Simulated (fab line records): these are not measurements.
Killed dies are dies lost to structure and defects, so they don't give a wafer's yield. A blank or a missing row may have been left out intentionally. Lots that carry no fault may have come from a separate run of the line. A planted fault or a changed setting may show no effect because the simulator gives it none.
Struck lot and sound lot, side by side :: flow sky130 :: 44 out of 708 route steps
Sound: these wafers, L988.2, L988.3, L988.5. Struck: wafers L994.4, L994.5. At the end, the cause is stated.
At each step with rows: each side's tool, then ch and its chambers, then its first start. Under that, the readings that differ: sound wafers :: struck wafers :: difference of the means :: sigmas: that difference in standard deviations of wafers without a fault.
alike: words and numbers the same on both sides, and readings whose means are apart by under 2 such deviations; not compared: readings that were withheld, readings missing a value for some wafer, numbers with overlapping values and no deviation given by the record, and bounds like >300 which may hide the same value.
A row with sigmas, a row that says differs or no value, or rows on one side alone: a step with any of these is where the two part. Numbers that have no deviation but don't overlap get no sigmas and don't part them. A reading that every wafer of one side lacks parts them only if that side has two wafers or more.

SKY_VIA3_ETCH_15: etches SiO2 in C4F8/O2/Ar, stops on TiN, target depth 507 nm, time 78 s.
  sound on rieDiel-03 ch 0,2,3, day 41 15:25; struck on rieDiel-04 ch 0,3, day 42 23:40
  alike: oesProductAu
then, 4 steps without rows for these wafers: SKY_VIA3_STRIP_16 (strips in O2/N2); SKY_VIA3_STRIP_17 (strips in post etch residue remover, time 1200 s); SKY_VIA3_CLEAN_18 (cleans in IPA, time 180 s); SKY_VIA3_CLEAN_19 (cleans in O3/DIW).
SKY_VIA3_SPUTTER_20: material TiN, target thk 20 nm, time 80 s.
  sound on pvdSputter-01, day 41 16:09; struck on pvdSputter-03, day 43 00:20
  alike: chamberPressurePa, throttleValvePct
then, 1 step without rows for these wafers: SKY_VIA3_CVD_21 (deposits W, target thk 390 nm, time 117.31 s).
SKY_VIA3_RS_MEAS_22: measurement is done with a four-point probe.
  sound on filmMetro-02, day 41 16:21; struck on filmMetro-01, day 43 00:35
  alike: VIA3_W_RS
SKY_VIA3_THK_MEAS_23: measures by xrf.
  sound on filmMetro-02, day 41 16:28; struck on filmMetro-01, day 43 00:40
  alike: VIA3_W_THK
then, 3 steps without rows for these wafers: SKY_VIA3_CMP_24 (polishes, stops on SiO2, t overpolish 20 s, target thk 0 nm); SKY_METAL4_SPUTTER_00 (material Ti, target thk 15 nm, time 10 s); SKY_METAL4_SPUTTER_01 (material TiN, target thk 20 nm, time 16.7 s).
SKY_METAL4_SPUTTER_02: material AlCu, target thk 735 nm, time 39.1 s.
  sound on pvdSputter-02, day 41 16:52; struck on pvdSputter-02, day 43 01:04
reading: model.AlCu_of_METAL4_SPUTTER_02.thkNm (nm)
sound: 740.5 743.1 736.6
struck: 808.1 818
difference: +73.0
sigmas: 
  alike: chamberPressurePa, throttleValvePct
then, 2 steps without rows for these wafers: SKY_METAL4_SPUTTER_03 (material Ti, target thk 5 nm, time 3.3 s); SKY_METAL4_SPUTTER_04 (material TiN, target thk 70 nm, time 58.3 s).
SKY_CAP2M_CVD_00: deposits SiO2, target thk 15.5 nm.
  sound on pecvd-04 ch 0,1,2, day 41 16:58; struck on pecvd-04 ch 0, day 43 01:10
  alike: heaterPowerW, susceptorTempC
SKY_CAP2M_THK_MEAS_01:
  sound on filmMetro-02, day 41 17:00; struck on filmMetro-03, day 43 01:13
  alike: CAP2M_CVD_00_THK
SKY_CAP2M_SPUTTER_02: material TiN, target thk 200 nm, time 166.7 s.
  sound on pvdSputter-01, day 41 17:03; struck on pvdSputter-01, day 43 01:15
  alike: chamberPressurePa, susceptorTempC, throttleValvePct
SKY_CAP2M_RS_MEAS_03: measurement is done with a four-point probe.
  sound on filmMetro-01, day 41 17:11; struck on filmMetro-03, day 43 01:25
  alike: CAP2M_TIN_RS
SKY_CAP2M_THK_MEAS_04: measures by xrf.
  sound on filmMetro-01, day 41 17:17; struck on filmMetro-03, day 43 01:31
  alike: CAP2M_TIN_THK
then, 7 steps without rows for these wafers: SKY_CAP2M_DEHYDRATE_05 (time 60 s); SKY_CAP2M_HMDS_06 (prime time 60 s); SKY_CAP2M_COAT_07 (resist thk 1140 nm); SKY_CAP2M_SOFTBAKE_08 (time 60 s); SKY_CAP2M_EXPOSE_09 (exposes mask CAP2M, target cd 1000 nm); SKY_CAP2M_PEB_10; SKY_CAP2M_DEVELOP_11 (develop time 60 s).
SKY_CAP2M_OVL_MEAS_12:
  sound on overlay-02, day 42 16:53; struck on overlay-01, day 43 23:56
  alike: CAP2M_OVL
SKY_CAP2M_METAL_ETCH_13: etches TiN in Cl2/BCl3, stops on SiO2, target depth 220 nm, time 62.9 s.
  sound on rieMetal-01 ch 0,1, day 42 16:55; struck on rieMetal-01 ch 0,1, day 43 23:59
  alike: drypumpMotorCurrentA, oesProductAu, throttleValvePct
  not compared: rfHoursCounterH
then, 12 steps without rows for these wafers: SKY_CAP2M_STRIP_14 (strips in O2/N2); SKY_CAP2M_STRIP_15 (strips in post etch residue remover, time 1200 s); SKY_CAP2M_CLEAN_16 (cleans in IPA, time 180 s); SKY_CAP2M_CLEAN_17 (cleans in O3/DIW); SKY_METAL4_DEHYDRATE_05 (time 60 s); SKY_METAL4_HMDS_06 (prime time 60 s); SKY_METAL4_COAT_07 (resist thk 60 nm); SKY_METAL4_COAT_08 (resist thk 1140 nm); SKY_METAL4_SOFTBAKE_09 (time 90 s); SKY_METAL4_EXPOSE_10 (exposes mask MM4, target cd 300 nm); SKY_METAL4_PEB_11; SKY_METAL4_DEVELOP_12 (develop time 60 s).
SKY_METAL4_CD_MEAS_13 targets a cd of 300 nm.
  sound on cdSem-01, day 43 17:00; struck on cdSem-01, day 44 22:42
  alike: cdNm
SKY_METAL4_METAL_ETCH_18: etches the open film in Cl2/BCl3, stops on SiO2, target depth 845 nm, time 183.1 s.
  sound on rieMetal-01 ch 0,1, day 43 17:17; struck on rieMetal-02 ch 1, day 44 23:07
reading: oesProductAu (a.u.)
sound: 0.867 0.871 0.869
struck: 0.918 0.912
difference: +0.046
sigmas: +8
  alike: drypumpMotorCurrentA, throttleValvePct
  not compared: rfHoursCounterH
-- the record jumps here: 4 days lie between the struck wafers' starts before and after (it left off in module METAL4 and takes up again in module PAD_OPEN, whose first step shown is number 708 of the route) --
SKY_PAD_OPEN_PROBE_99:
  sound on prober-02, day 47 10:53; struck on prober-01, day 48 15:34
reading: model.etest.met4.lineOhmUm
sound: 0.142 0.1401 0.1424
struck: 0.1324 0.1322
difference: -0.0092
sigmas: 

reading: model.etest.met4.rsOhmSq
sound: 0.04207 0.04226 0.04284
struck: 0.03886 0.03879
difference: -0.00357
sigmas: 
  alike: defectLimitedYield, killed_at_M0_to_M3, killed_at_M4_up, killedAtContacts, killedAtFrontEnd, killedAtOther, killedDies, killedOpen, killedShort, sort_bin_3_pad_short, sort_bin_5_function, sort_bin_6_memory, sortNPass, sortYieldPct

== WHERE THEY PART ==
Only at SKY_METAL4_METAL_ETCH_18, within this record. Later steps at which nothing parts them and some readings are alike: SKY_PAD_OPEN_PROBE_99.

WHY: what had been put in by the simulator
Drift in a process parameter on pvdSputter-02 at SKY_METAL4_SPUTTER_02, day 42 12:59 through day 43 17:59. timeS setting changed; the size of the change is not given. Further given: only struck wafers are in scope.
